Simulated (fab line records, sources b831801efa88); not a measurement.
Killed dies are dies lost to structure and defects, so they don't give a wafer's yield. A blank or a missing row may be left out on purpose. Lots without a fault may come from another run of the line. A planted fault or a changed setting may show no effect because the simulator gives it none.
Chamber matching | flow sky130 | SKY_VIA3_HDPCVD_00 on hdpcvd-01: 3 sister chambers
The step deposits SiO2, target thk 1635 nm, time 272.5 s. 6 wafers are shown with their chamber, then 8 later ones without.

WAFERS WITH THEIR CHAMBER
wafer  | chamber | run_length_s (s)
L672.4 | 2       | 299.8
L672.6 | 1       | 299.6
L682.4 | 0       | 300.9
L682.5 | 2       | 300.0
L682.6 | 1       | 300.1
L683.3 | 0       | 301.2

WAFERS WITHOUT THEIR CHAMBER
wafer  | run_length_s (s)
L683.4 | 301.1
L683.6 | 300.1
L684.2 | 300.7
L684.4 | 300.6
L684.6 | 299.6
L685.1 | 300.1
L685.2 | 300.0
L685.4 | 300.6

WHICH CHAMBER EACH WENT THROUGH
wafer  | from the rows above          | in truth
L683.4 | 0                            | 0
L683.6 | can't be placed: 2 or 1      | 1
L684.2 | can't be placed: 0 or 2 or 1 | 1
L684.4 | can't be placed: 0 or 2 or 1 | 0
L684.6 | can't be placed: 1 or 2      | 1
L685.1 | can't be placed: 2 or 1      | 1
L685.2 | can't be placed: 2 or 1      | 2
L685.4 | can't be placed: 0 or 2 or 1 | 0
Placed correctly: 1 of 8. Can't be placed from these rows: 7 (the true chamber is among the candidates in 7). Placed wrongly: 0.
How it was worked out, from the rows above alone: a wafer's distance from a chamber is the root of the sum, over the readings, of the square of ((its reading less the chamber's mean) divided by the reading's scatter). The wafer belongs to the nearest chamber; if the next one is less than 2 further off, it can't be placed. A chamber's mean is the mean of its shown wafers. The scatter: the root of (the sum of the squares of (reading less its chamber's mean) over the shown wafers, divided by (wafers less chambers)).
